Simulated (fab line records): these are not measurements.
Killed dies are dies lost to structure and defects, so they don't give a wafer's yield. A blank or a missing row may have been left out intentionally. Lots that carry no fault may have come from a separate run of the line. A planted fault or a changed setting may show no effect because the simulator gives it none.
Split-lot experiment || flow sky130 || on a route of 708 steps: 5 lots, 23 wafers read

## ON THE SPLIT
At SKY_VT_ADJUST_LVTN_COAT_13 (resist thk 1140 nm), the setting spin rpm was moved away from the recipe's 3000 rpm on 10 of the 23 wafers read, by -3.8% to +4.9%. For the rest of the wafers, this setting stayed at what the recipe calls for.

## FROM THE SPLIT TO THE READING: what the file shows between them, 3 steps
- SKY_VT_ADJUST_LVTN_SOFTBAKE_14: time 60 s (also split here: time s)
- SKY_VT_ADJUST_LVTN_EXPOSE_15: exposes mask HVN STD DERIVED, target cd 600 nm
- SKY_VT_ADJUST_LVTN_PEB_16

## THE READING
NOVOLAK_of_VT_ADJUST_LVTN_COAT_13.thk nm (the simulator's own value, which no gauge read), in nm, at SKY_VT_ADJUST_LVTN_DEVELOP_17 (develop time 60 s). No usual value for it is given in the file. Average 1140 nm, standard deviation 4.6 nm, over the 13 wafers here run with the recipe.

{"wafer": "L074.1", "tool, chamber at the split": "litho track-03, 0", "spin rpm as run, rpm": 3000, "against the recipe": "recipe", "NOVOLAK_of_VT_ADJUST_LVTN_COAT_13.thk nm, nm": 1139, "against lot-mates on the recipe": "-"}
{"wafer": "L074.2", "tool, chamber at the split": "litho track-03, 0", "spin rpm as run, rpm": 2925, "against the recipe": "-2.5%", "NOVOLAK_of_VT_ADJUST_LVTN_COAT_13.thk nm, nm": 1153, "against lot-mates on the recipe": "+16"}
{"wafer": "L074.3", "tool, chamber at the split": "litho track-03, 0", "spin rpm as run, rpm": 3000, "against the recipe": "recipe", "NOVOLAK_of_VT_ADJUST_LVTN_COAT_13.thk nm, nm": 1135, "against lot-mates on the recipe": "-"}
{"wafer": "L074.5", "tool, chamber at the split": "litho track-03, 0", "spin rpm as run, rpm": 2925, "against the recipe": "-2.5%", "NOVOLAK_of_VT_ADJUST_LVTN_COAT_13.thk nm, nm": 1154, "against lot-mates on the recipe": "+17"}
{"wafer": "L074.6", "tool, chamber at the split": "litho track-03, 0", "spin rpm as run, rpm": 3000, "against the recipe": "recipe", "NOVOLAK_of_VT_ADJUST_LVTN_COAT_13.thk nm, nm": 1136, "against lot-mates on the recipe": "-"}
{"wafer": "L075.1", "tool, chamber at the split": "litho track-03, 0", "spin rpm as run, rpm": 3000, "against the recipe": "recipe", "NOVOLAK_of_VT_ADJUST_LVTN_COAT_13.thk nm, nm": 1142, "against lot-mates on the recipe": "-"}
{"wafer": "L075.5", "tool, chamber at the split": "litho track-03, 0", "spin rpm as run, rpm": 3000, "against the recipe": "recipe", "NOVOLAK_of_VT_ADJUST_LVTN_COAT_13.thk nm, nm": 1142, "against lot-mates on the recipe": "-"}
{"wafer": "L075.3", "tool, chamber at the split": "litho track-03, 0", "spin rpm as run, rpm": 2887, "against the recipe": "-3.8%", "NOVOLAK_of_VT_ADJUST_LVTN_COAT_13.thk nm, nm": 1164, "against lot-mates on the recipe": "+22"}
{"wafer": "L075.4", "tool, chamber at the split": "litho track-03, 0", "spin rpm as run, rpm": 2887, "against the recipe": "-3.8%", "NOVOLAK_of_VT_ADJUST_LVTN_COAT_13.thk nm, nm": 1168, "against lot-mates on the recipe": "+26"}
{"wafer": "L075.6", "tool, chamber at the split": "litho track-03, 0", "spin rpm as run, rpm": 2887, "against the recipe": "-3.8%", "NOVOLAK_of_VT_ADJUST_LVTN_COAT_13.thk nm, nm": 1162, "against lot-mates on the recipe": "+20"}
{"wafer": "L076.1", "tool, chamber at the split": "litho track-01, 0", "spin rpm as run, rpm": 3000, "against the recipe": "recipe", "NOVOLAK_of_VT_ADJUST_LVTN_COAT_13.thk nm, nm": 1147, "against lot-mates on the recipe": "-"}
{"wafer": "L076.2", "tool, chamber at the split": "litho track-01, 0", "spin rpm as run, rpm": 3000, "against the recipe": "recipe", "NOVOLAK_of_VT_ADJUST_LVTN_COAT_13.thk nm, nm": 1149, "against lot-mates on the recipe": "-"}
{"wafer": "L076.5", "tool, chamber at the split": "litho track-01, 0", "spin rpm as run, rpm": 3000, "against the recipe": "recipe", "NOVOLAK_of_VT_ADJUST_LVTN_COAT_13.thk nm, nm": 1145, "against lot-mates on the recipe": "-"}
{"wafer": "L083.1", "tool, chamber at the split": "litho track-04, 0", "spin rpm as run, rpm": 2896, "against the recipe": "-3.5%", "NOVOLAK_of_VT_ADJUST_LVTN_COAT_13.thk nm, nm": 1152, "against lot-mates on the recipe": "+18"}
{"wafer": "L083.2", "tool, chamber at the split": "litho track-04, 0", "spin rpm as run, rpm": 2896, "against the recipe": "-3.5%", "NOVOLAK_of_VT_ADJUST_LVTN_COAT_13.thk nm, nm": 1155, "against lot-mates on the recipe": "+20"}
{"wafer": "L083.3", "tool, chamber at the split": "litho track-04, 0", "spin rpm as run, rpm": 2896, "against the recipe": "-3.5%", "NOVOLAK_of_VT_ADJUST_LVTN_COAT_13.thk nm, nm": 1154, "against lot-mates on the recipe": "+20"}
{"wafer": "L083.4", "tool, chamber at the split": "litho track-04, 0", "spin rpm as run, rpm": 3000, "against the recipe": "recipe", "NOVOLAK_of_VT_ADJUST_LVTN_COAT_13.thk nm, nm": 1136, "against lot-mates on the recipe": "-"}
{"wafer": "L083.5", "tool, chamber at the split": "litho track-04, 0", "spin rpm as run, rpm": 3000, "against the recipe": "recipe", "NOVOLAK_of_VT_ADJUST_LVTN_COAT_13.thk nm, nm": 1133, "against lot-mates on the recipe": "-"}
{"wafer": "L085.1", "tool, chamber at the split": "litho track-01, 0", "spin rpm as run, rpm": 3000, "against the recipe": "recipe", "NOVOLAK_of_VT_ADJUST_LVTN_COAT_13.thk nm, nm": 1140, "against lot-mates on the recipe": "-"}
{"wafer": "L085.6", "tool, chamber at the split": "litho track-01, 0", "spin rpm as run, rpm": 3000, "against the recipe": "recipe", "NOVOLAK_of_VT_ADJUST_LVTN_COAT_13.thk nm, nm": 1140, "against lot-mates on the recipe": "-"}
{"wafer": "L085.2", "tool, chamber at the split": "litho track-01, 0", "spin rpm as run, rpm": 3148, "against the recipe": "+4.9%", "NOVOLAK_of_VT_ADJUST_LVTN_COAT_13.thk nm, nm": 1115, "against lot-mates on the recipe": -26}
{"wafer": "L085.3", "tool, chamber at the split": "litho track-01, 0", "spin rpm as run, rpm": 3148, "against the recipe": "+4.9%", "NOVOLAK_of_VT_ADJUST_LVTN_COAT_13.thk nm, nm": 1116, "against lot-mates on the recipe": -25}
{"wafer": "L085.4", "tool, chamber at the split": "litho track-01, 0", "spin rpm as run, rpm": 3000, "against the recipe": "recipe", "NOVOLAK_of_VT_ADJUST_LVTN_COAT_13.thk nm, nm": 1142, "against lot-mates on the recipe": "-"}

THE FIT
A straight line over all 23 wafers: NOVOLAK_of_VT_ADJUST_LVTN_COAT_13.thk nm changes by -5.16 nm for each +1% of spin rpm; r = -0.94; the points scatter about the line by 4.5 nm.
The same after taking each lot's own level away (the mean of its wafers on the recipe; 23 wafers): -5.56 nm for each +1%; r = -0.99; scatter 1.9 nm.
That fit puts the effect of the largest move of spin rpm on the reading at 27 nm.
The lots' own levels span 1134.5 to 1147.0 nm, that is 2.7 times the standard deviation above.
The two slopes agree, so the slope changes little with the lot-to-lot level.
Check: for one of the wafers moved furthest among these (+4.9%), held out of the fit, the line's prediction against its lot-mates is -27.2 nm. It came out at -25.7 nm against them.

## THE OTHER SPLITS THESE WAFERS WENT THROUGH
Note: prior to the reading, these wafers also went through further splits. Each is held against what the fit with the lots' levels taken away leaves over:
{"other split on the same wafers": "SKY_FIELD_ISO_CVD_03 time s", "wafers away from the commonest value": 18, "r with NOVOLAK_of_VT_ADJUST_LVTN_COAT_13.thk nm (lot level and that fit taken away)": -0.28}
{"other split on the same wafers": "SKY_FIELD_ISO_ETCH_14 ion energy ev", "wafers away from the commonest value": 11, "r with NOVOLAK_of_VT_ADJUST_LVTN_COAT_13.thk nm (lot level and that fit taken away)": -0.31}
{"other split on the same wafers": "SKY_DNWELL_COAT_02 resist thk nm", "wafers away from the commonest value": 10, "r with NOVOLAK_of_VT_ADJUST_LVTN_COAT_13.thk nm (lot level and that fit taken away)": -0.05}
{"other split on the same wafers": "SKY_DNWELL_EXPOSE_04 dose mj", "wafers away from the commonest value": 10, "r with NOVOLAK_of_VT_ADJUST_LVTN_COAT_13.thk nm (lot level and that fit taken away)": -0.15}
{"other split on the same wafers": "SKY_PWDE_IMPLANT_08 dose cm2", "wafers away from the commonest value": 5, "r with NOVOLAK_of_VT_ADJUST_LVTN_COAT_13.thk nm (lot level and that fit taken away)": -0.25}
{"other split on the same wafers": "SKY_NWELL_IMPLANT_24 dose cm2", "wafers away from the commonest value": 5, "r with NOVOLAK_of_VT_ADJUST_LVTN_COAT_13.thk nm (lot level and that fit taken away)": "+0.12"}
{"other split on the same wafers": "SKY_VT_ADJUST_LVTN_SOFTBAKE_03 temp c", "wafers away from the commonest value": 7, "r with NOVOLAK_of_VT_ADJUST_LVTN_COAT_13.thk nm (lot level and that fit taken away)": -0.09}
{"other split on the same wafers": "SKY_VT_ADJUST_LVTN_SOFTBAKE_14 time s", "wafers away from the commonest value": 5, "r with NOVOLAK_of_VT_ADJUST_LVTN_COAT_13.thk nm (lot level and that fit taken away)": -0.41}

## THE WHOLE CHAIN: every reading that the file lists as answering this split, in the file's order
{"step": "SKY_VT_ADJUST_LVTN_COAT_13", "what it does": "resist thk 1140 nm", "reading": "NOVOLAK_of_VT_ADJUST_LVTN_COAT_13.thk nm (the simulator's own value, which no gauge read)", "change (the file's fit)": "-5.5 nm for each +1% of the setting", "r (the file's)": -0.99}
{"step": "SKY_VT_ADJUST_LVTN_DEVELOP_17", "what it does": "develop time 60 s", "reading": "NOVOLAK_of_VT_ADJUST_LVTN_COAT_13.thk nm (the simulator's own value, which no gauge read)", "change (the file's fit)": "-5.6 nm for each +1% of the setting", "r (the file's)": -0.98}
{"step": "SKY_VT_ADJUST_LVTN_STRIP_20", "what it does": "strips in O2/N2", "reading": "strip time to endpoint s", "change (the file's fit)": "withheld for each +1% of the setting", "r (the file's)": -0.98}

## THE FILE'S OWN FIT
NOVOLAK_of_VT_ADJUST_LVTN_COAT_13.thk nm changes by -5.6 nm for each +1% of spin rpm, r = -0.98.
